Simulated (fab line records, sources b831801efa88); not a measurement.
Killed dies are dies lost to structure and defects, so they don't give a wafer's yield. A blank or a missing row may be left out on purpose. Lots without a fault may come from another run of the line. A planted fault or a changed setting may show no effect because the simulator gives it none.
Split-lot experiment | flow gf180mcu | 5 lots, 23 wafers read, on a route of 602 steps

THE SPLIT
At GF_HV_LDD_DEVELOP_45 (develop time 60 s), the setting dev_temp_c was moved away from the recipe's 23 C on 9 of the 23 wafers read, by -14.7% to +13.0%. The other wafers ran this setting at the recipe's value.

The file shows no step between the split and the reading.

THE READING
cd_nm, in nm, at GF_HV_LDD_CD_MEAS_46 (target cd 400 nm). Fault-free wafers of this fab line usually give 400.0 nm, standard deviation 2 nm.

wafer  | tool, chamber at the split | dev_temp_c as run, C | against the recipe | cd_nm, nm | against lot-mates on the recipe
L075.1 | litho_track-03, 0          | 19.62                | -14.7%             | 413.0     | +10.8
L075.2 | litho_track-03, 0          | 23                   | recipe             | 404.8     | -
L075.3 | litho_track-03, 0          | 23                   | recipe             | 399.8     | -
L075.5 | litho_track-03, 0          | 23                   | recipe             | 402.0     | -
L075.6 | litho_track-03, 0          | 19.62                | -14.7%             | 413.3     | +11.1
L076.1 | litho_track-04, 0          | 25.98                | +13.0%             | 386.6     | -11.1
L076.2 | litho_track-04, 0          | 23                   | recipe             | 398.6     | -
L076.3 | litho_track-04, 0          | 25.98                | +13.0%             | 387.4     | -10.3
L076.5 | litho_track-04, 0          | 25.98                | +13.0%             | 387.5     | -10.2
L076.6 | litho_track-04, 0          | 23                   | recipe             | 396.8     | -
L079.1 | litho_track-03, 0          | 23                   | recipe             | 401.4     | -
L079.2 | litho_track-03, 0          | 23                   | recipe             | 404.7     | -
L079.3 | litho_track-03, 0          | 23                   | recipe             | 400.8     | -
L079.4 | litho_track-03, 0          | 21.82                | -5.1%              | 404.1     | +1.8
L079.5 | litho_track-03, 0          | 21.82                | -5.1%              | 405.8     | +3.5
L080.1 | litho_track-03, 0          | 23                   | recipe             | 399.9     | -
L080.2 | litho_track-03, 0          | 23                   | recipe             | 400.5     | -
L080.6 | litho_track-03, 0          | 23                   | recipe             | 399.8     | -
L085.1 | litho_track-03, 0          | 23                   | recipe             | 399.6     | -
L085.2 | litho_track-03, 0          | 20.04                | -12.9%             | 409.2     | +11.1
L085.4 | litho_track-03, 0          | 23                   | recipe             | 399.0     | -
L085.5 | litho_track-03, 0          | 23                   | recipe             | 395.7     | -
L085.6 | litho_track-03, 0          | 20.04                | -12.9%             | 408.4     | +10.3

THE FIT
A straight line over all 23 wafers: cd_nm changes by -0.885 nm for each +1% of dev_temp_c; r = -0.95; the points scatter about the line by 2.2 nm.
The same after taking each lot's own level away (the mean of its wafers on the recipe; 23 wafers): -0.787 nm for each +1%; r = -0.98; scatter 1.4 nm.
On that fit, the largest move of dev_temp_c shifts the reading by 12 nm.
The lots' own levels span 397.70 to 402.30 nm, that is 2.3 times the standard deviation above.
So the lot-to-lot level changes the slope: the two fits differ.
Check: with one of the wafers moved furthest among these (-14.7%) left out of the fit, the line predicts +11.5 nm for it against its lot-mates. It came out at +10.8 nm against them.

OTHER SPLITS ON THESE WAFERS
These wafers also went through other splits before the reading. Each is held against what the fit with the lots' levels taken away leaves over:
other split on the same wafers      | wafers away from the commonest value | r with cd_nm (lot level and that fit taken away)
GF_DUAL_GATE_SOFTBAKE_07 temp_c     | 7                                    | -0.02
GF_POLY_GATE_ETCH_13 time_s         | 5                                    | -0.24
GF_HV_LDD_DEVELOP_06 develop_time_s | 11                                   | -0.03
GF_HV_LDD_COAT_14 resist_thk_nm     | 4                                    | +0.40
GF_HV_LDD_IMPLANT_21 energy_kev     | 10                                   | -0.17

THE FILE'S OWN FIT
cd_nm changes by -0.778 nm for each +1% of dev_temp_c, r = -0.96.
